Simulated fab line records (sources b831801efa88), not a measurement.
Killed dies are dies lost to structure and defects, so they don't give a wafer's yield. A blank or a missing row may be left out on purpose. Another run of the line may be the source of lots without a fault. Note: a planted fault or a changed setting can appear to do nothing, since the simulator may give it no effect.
Which of the tools did it? / flow sky130 / Sampling: 12 lots, 36 wafers, 2 of 708 route steps

WHAT THE GAUGES SHOWED, per wafer
SKY_METAL3_OVL_MEAS_14.
lot=L074; measured=day 38 21:52; on=overlay-01; METAL3_OVL (nm)=-2 3 -3
lot=L076; measured=day 39 11:58; on=overlay-02; METAL3_OVL (nm)=0 -1 -1
lot=L079; measured=day 40 10:26; on=overlay-01; METAL3_OVL (nm)=-1 -2 4
lot=L080; measured=day 40 18:42; on=overlay-01; METAL3_OVL (nm)=-7 -10 -2
lot=L083; measured=day 41 08:20; on=overlay-02; METAL3_OVL (nm)=-6 -7 -3
lot=L085; measured=day 41 15:36; on=overlay-01; METAL3_OVL (nm)=1 -1 4
lot=L087; measured=day 42 13:17; on=overlay-02; METAL3_OVL (nm)=-1 -1 0
lot=L089; measured=day 43 01:11; on=overlay-02; METAL3_OVL (nm)=2 7 1
lot=L091; measured=day 43 12:55; on=overlay-02; METAL3_OVL (nm)=3 1 4
lot=L093; measured=day 43 21:56; on=overlay-02; METAL3_OVL (nm)=-7 -4 0
lot=L095; measured=day 44 04:23; on=overlay-01; METAL3_OVL (nm)=1 5 1
lot=L097; measured=day 44 21:32; on=overlay-02; METAL3_OVL (nm)=-2 -4 -6

EACH LOT AND THE TOOL THAT RAN IT (in order: tool; ch and the chambers of the sampled wafers; start)
lot=L074; SKY_CAPM_STRIP_14=plasma-asher-04 ch 0,1, day 37 20:49
lot=L076; SKY_CAPM_STRIP_14=plasma-asher-03 ch 0,1, day 38 10:31
lot=L079; SKY_CAPM_STRIP_14=plasma-asher-04 ch 0,1, day 39 08:53
lot=L080; SKY_CAPM_STRIP_14=plasma-asher-02 ch 0,1, day 39 17:19
lot=L083; SKY_CAPM_STRIP_14=plasma-asher-02 ch 0,1, day 40 07:23
lot=L085; SKY_CAPM_STRIP_14=plasma-asher-03 ch 0,1, day 40 14:22
lot=L087; SKY_CAPM_STRIP_14=plasma-asher-04 ch 0,1, day 41 12:50
lot=L089; SKY_CAPM_STRIP_14=plasma-asher-02 ch 0,1, day 42 01:29
lot=L091; SKY_CAPM_STRIP_14=plasma-asher-04 ch 0,1, day 42 12:31
lot=L093; SKY_CAPM_STRIP_14=plasma-asher-04 ch 0,1, day 42 22:38
lot=L095; SKY_CAPM_STRIP_14=plasma-asher-04 ch 0,1, day 43 04:04
lot=L097; SKY_CAPM_STRIP_14=plasma-asher-04 ch 0,1, day 43 21:44
- SKY_CAPM_STRIP_14: strips in O2/N2.

THE ANSWER, worked out from the rows above alone
Rule: usual is defined by the lots themselves. The widest of any qualifying gaps counts: lots, ordered by their means at a reading, are off when they make up no more than a third of the lots, leave a main group of 4 or more, and stand apart from it by 3 or more times the standard deviation of that group's means. If all means in a main group match to the digits the tables above print for the reading, that group is not used. Also off: a lot with no number at a reading for which 4 or more lots have one. Where the step has rows for the other lots, those lots are counted as sound.
None of the lots is off at any reading shown; this tells nothing.

WHAT THE SIMULATOR HAD PUT IN
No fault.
